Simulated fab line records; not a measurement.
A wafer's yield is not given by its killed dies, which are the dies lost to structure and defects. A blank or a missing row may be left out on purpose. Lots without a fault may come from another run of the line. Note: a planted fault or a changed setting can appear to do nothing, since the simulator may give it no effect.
What tool caused it? ; flow sky130 ; 13 lots, 39 wafers sampled, at 4 steps of a route of 708

WHAT THE GAUGES READ, wafer by wafer
SKY_GATE_OXIDE_OVL_MEAS_10.
lot;measured;on;GATE_OXIDE_OVL (nm)
L652;day 13 12:41;overlay-02;-0.9 -1.2 0.8
L653;day 13 23:14;overlay-02;-2.0 -2.7 -4.8
L655;day 14 14:08;overlay-01;-0.3 0.4 0.3
L660;day 17 08:37;overlay-01;-2.2 -1.5 -3.3
L661;day 17 21:03;overlay-01;-2.6 -0.5 -1.5
L664;day 18 07:05;overlay-01;-2.5 2.0 0.3
L668;day 19 21:37;overlay-01;-1.4 -0.4 -0.1
L669;day 19 22:16;overlay-01;0.5 1.4 0.9
L670;day 20 08:10;overlay-02;-1.3 -2.1 -0.8
L671;day 20 12:31;overlay-02;-6.0 -2.6 -3.6
L672;day 20 17:21;overlay-02;0.2 -0.5 0.3
L674;day 21 15:22;overlay-01;-0.3 0.0 1.1
L675;day 21 23:41;overlay-01;-1.6 -0.9 0.9

SKY_SD_N_RS_MEAS_18: measurement is done with a four-point probe.
lot;measured;on;RES_XHIGH_RS (ohm/sq)
L652;day 27 22:31;film_metro-03;333.0 332.6 332.7
L653;day 28 04:13;film_metro-01;333.7 333.9 333.8
L655;day 28 17:38;film_metro-01;335.9 335.3 335.0
L660;day 31 08:26;film_metro-03;334.2 333.5 334.2
L661;day 31 21:37;film_metro-03;334.2 334.8 334.2
L664;day 32 03:19;film_metro-04;332.2 333.9 332.6
L668;day 33 16:34;film_metro-01;332.6 333.6 332.8
L669;day 33 18:16;film_metro-03;332.0 332.8 332.4
L670;day 33 22:09;film_metro-03;333.4 334.5 334.7
L671;day 34 03:47;film_metro-01;331.1 332.1 331.4
L672;day 34 08:49;film_metro-03;335.0 335.0 334.4
L674;day 35 03:58;film_metro-03;332.2 331.5 331.6
L675;day 35 10:44;film_metro-03;331.1 331.0 331.8

TOOL THAT RAN EACH LOT (tool first, then ch and the chambers of the sampled wafers, then the start)
lot;SKY_LDD_HVP_IMPLANT_08;SKY_SPACER_ETCHBACK_02
L652;implanter-01 ch 0, day 21 12:29;rie_diel-04 ch 0,3, day 22 21:46
L653;implanter-03 ch 0, day 21 22:51;rie_diel-04 ch 0,2, day 23 07:24
L655;implanter-04 ch 0, day 22 11:32;rie_diel-02 ch 2,3, day 23 20:32
L660;implanter-03 ch 0, day 25 04:50;rie_diel-04 ch 1,2, day 26 14:07
L661;implanter-03 ch 0, day 25 21:49;rie_diel-04 ch 0,2,3, day 27 04:22
L664;implanter-01 ch 0, day 26 05:42;rie_diel-04 ch 1,2,3, day 27 12:11
L668;implanter-04 ch 0, day 27 18:40;rie_diel-02 ch 0,3, day 29 01:12
L669;implanter-04 ch 0, day 27 19:36;rie_diel-02 ch 1,3, day 29 03:27
L670;implanter-04 ch 0, day 28 02:56;rie_diel-04 ch 1,2,3, day 29 08:53
L671;implanter-04 ch 0, day 28 07:44;rie_diel-04 ch 1,2, day 29 13:50
L672;implanter-03 ch 0, day 28 11:43;rie_diel-03 ch 1,2,3, day 29 18:03
L674;implanter-03 ch 0, day 29 07:20;rie_diel-04 ch 0,2, day 30 16:25
L675;implanter-04 ch 0, day 29 15:01;rie_diel-04 ch 2,3, day 30 21:49
- SKY_LDD_HVP_IMPLANT_08
- SKY_SPACER_ETCHBACK_02: etches Si3N4 in CH3F/O2, stops on SiO2, time 46.7 s, target depth 45 nm.

WHAT THE TOOLS THEMSELVES READ (means of the sampled wafers that have a number; where no wafer has one, the mark that the record gives instead)
SKY_LDD_HVP_IMPLANT_08.
lot;tool;beam_energy_keV;dose_ions_cm2
L652;implanter-01;19.994;1.6996e+13
L653;implanter-03;20.004;1.6998e+13
L655;implanter-04;20.006;1.6992e+13
L660;implanter-03;19.160;1.7008e+13
L661;implanter-03;19.165;1.6981e+13
L664;implanter-01;20.003;1.7012e+13
L668;implanter-04;19.994;1.7028e+13
L669;implanter-04;20.000;1.6994e+13
L670;implanter-04;19.998;1.6994e+13
L671;implanter-04;19.999;1.7001e+13
L672;implanter-03;19.994;1.6987e+13
L674;implanter-03;19.997;1.7006e+13
L675;implanter-04;19.999;1.7013e+13

SKY_SPACER_ETCHBACK_02.
lot;tool;drypump_motor_current_A (A);oes_product_au (a.u.);throttle_valve_pct (%)
L652;rie_diel-04;5.8;0.866;10.560
L653;rie_diel-04;6.0;0.866;10.566
L655;rie_diel-02;6.3;0.846;10.563
L660;rie_diel-04;6.1;0.851;10.565
L661;rie_diel-04;5.6;0.863;10.568
L664;rie_diel-04;5.6;0.839;10.560
L668;rie_diel-02;5.7;0.850;10.563
L669;rie_diel-02;6.0;0.850;10.558
L670;rie_diel-04;5.6;0.852;10.557
L671;rie_diel-04;6.1;0.855;10.556
L672;rie_diel-03;5.6;0.851;10.565
L674;rie_diel-04;5.7;0.854;10.562
L675;rie_diel-04;5.3;0.853;10.554

THE ANSWER, worked out from the rows above alone
Rule: the lots themselves supply what counts as usual. Put in order of their means at a reading, lots are off if they are a third of the lots or fewer, leave a main group of 4 or more, and stand apart from it by a gap of 3 or more times the standard deviation of the main group's means; of several such gaps the widest counts. Not used: any main group whose means are identical at the precision the tables above print for the reading. A lot without any number at a reading at which 4 lots or more have one is off too. The other lots that the step has rows for count as sound. First the gauges in route order, then the tools' own readings, where a lot's mean is used as printed above. At the first step where some lot is off, the reading lying furthest off is the one used; lots without a number count as furthest.
Off at SKY_LDD_HVP_IMPLANT_08 (beam_energy_keV): L660, L661. For the main group the mean is 19.999 and the standard deviation 0.0039.
A tool fits if, at that step or a process step before it, it ran every lot that is off, and no sound lot after the first of them. Of those tried, none fits.

WHAT THE SIMULATOR HAD PUT IN
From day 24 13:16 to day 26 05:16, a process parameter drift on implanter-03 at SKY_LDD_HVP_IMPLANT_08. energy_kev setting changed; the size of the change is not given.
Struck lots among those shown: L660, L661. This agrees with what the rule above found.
